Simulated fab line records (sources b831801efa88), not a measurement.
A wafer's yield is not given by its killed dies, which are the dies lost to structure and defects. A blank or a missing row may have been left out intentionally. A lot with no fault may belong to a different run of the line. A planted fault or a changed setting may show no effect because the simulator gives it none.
A struck lot beside a sound one -- flow gf180mcu -- 15 steps out of a route of 602
Sound: the wafers L978.1, L978.2, L978.6. Struck: wafers L969.2, L969.4, L969.6. The cause is given at the end.
For every step that has rows: the tool of each side, followed by ch and its chambers, followed by its first start. Under that, the readings that differ: sound wafers -- struck wafers -- difference of the means -- sigmas: that difference in standard deviations of wafers without a fault.
alike: words and numbers the same on both sides, and readings whose means are apart by under 2 such deviations; not compared: readings that were withheld, readings missing a value for some wafer, numbers with overlapping values and no deviation given by the record, and bounds like >300 which may hide the same value.
Wherever a step has rows on one side only, a row that says differs or no value, or a row with sigmas, the two part there. When numbers do not overlap yet have no deviation, they are printed without sigmas and do not part them. A reading missing from all wafers of one side parts the sides only when that side holds two or more wafers.

first, 1 step without rows for these wafers: GF_TOP_METAL_CLEAN_19 (cleans in DIW).
GF_PASSIVATION_CVD_00: deposits SiO2 from TEOS, target thk 1000 nm, time 111.95 s.
  sound on pecvd-03 ch 1,2, day 31 21:47; struck on pecvd-01 ch 0,1,2, day 29 06:23
  alike: heaterPowerW, rfFwdPowerW
GF_PASSIVATION_THK_MEAS_01:
  sound: filmMetro-03 at day 31 21:52; struck: filmMetro-04 at day 29 06:28
  alike: PASSIVATION_CVD_00_THK
GF_PASSIVATION_CVD_02: deposits Si3N4, target thk 700 nm, time 486.18 s.
  sound on pecvd-01 ch 0,1, day 31 21:55; struck on pecvd-03 ch 0,1, day 29 06:31
  alike: heaterPowerW, rfFwdPowerW
GF_PASSIVATION_THK_MEAS_03:
  sound: filmMetro-03 at day 31 22:13; struck: filmMetro-04 at day 29 06:49
  alike: PASSIVATION_CVD_02_THK
then, 7 steps without rows for these wafers: GF_PASSIVATION_DEHYDRATE_04 (time 60 s); GF_PASSIVATION_HMDS_05 (prime time 60 s); GF_PASSIVATION_COAT_06 (resist thk 4000 nm); GF_PASSIVATION_SOFTBAKE_07; GF_PASSIVATION_EXPOSE_08 (exposes mask Pad, target cd 40000 nm); GF_PASSIVATION_PEB_09; GF_PASSIVATION_DEVELOP_10 (develop time 60 s).
GF_PASSIVATION_ETCH_11: etches the open film in CF4/O2, stops on TiN, target depth 1800 nm, time 400 s.
  sound on rieDiel-01 ch 0,2, day 32 15:19; struck on rieDiel-03 ch 0,1,2, day 30 01:52
  no value came back on the struck wafers for any of 7 readings (O2_flow_sccm (sccm), biasW (W) and others); on the sound wafers O2_flow_sccm (sccm) reads 9.99 9.98 9.99
reading,sound,struck,difference,sigmas
model.coat_of_PASSIVATION_COAT_06.thkNm (nm),2799 2776 2794,4004 4008 4010,+1218,
  not compared: rfHoursCounterH
GF_PASSIVATION_STRIP_12: strips in O2/N2.
  sound on plasmaAsher-04 ch 0,1, day 32 15:34; struck on plasmaAsher-03 ch 0, day 30 02:07
reading,sound,struck,difference,sigmas
stripTimeToEndpointS (s),34.78 34.49 34.72,48.35 48.40 48.42,+13.73,+72
  alike: drypumpMotorCurrentA, heaterPowerW, oesProductAu
  not compared: rfHoursCounterH
then, 1 step without rows for these wafers: GF_PASSIVATION_ANNEAL_13 (time 1800 s).

== WHERE THEY PART ==
At GF_PASSIVATION_ETCH_11 first; at GF_PASSIVATION_STRIP_12 last (within this record only).

WHY: what the simulator had put in
Entire step skipped (rieDiel-03, GF_PASSIVATION_ETCH_11), from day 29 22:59 onward. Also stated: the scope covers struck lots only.
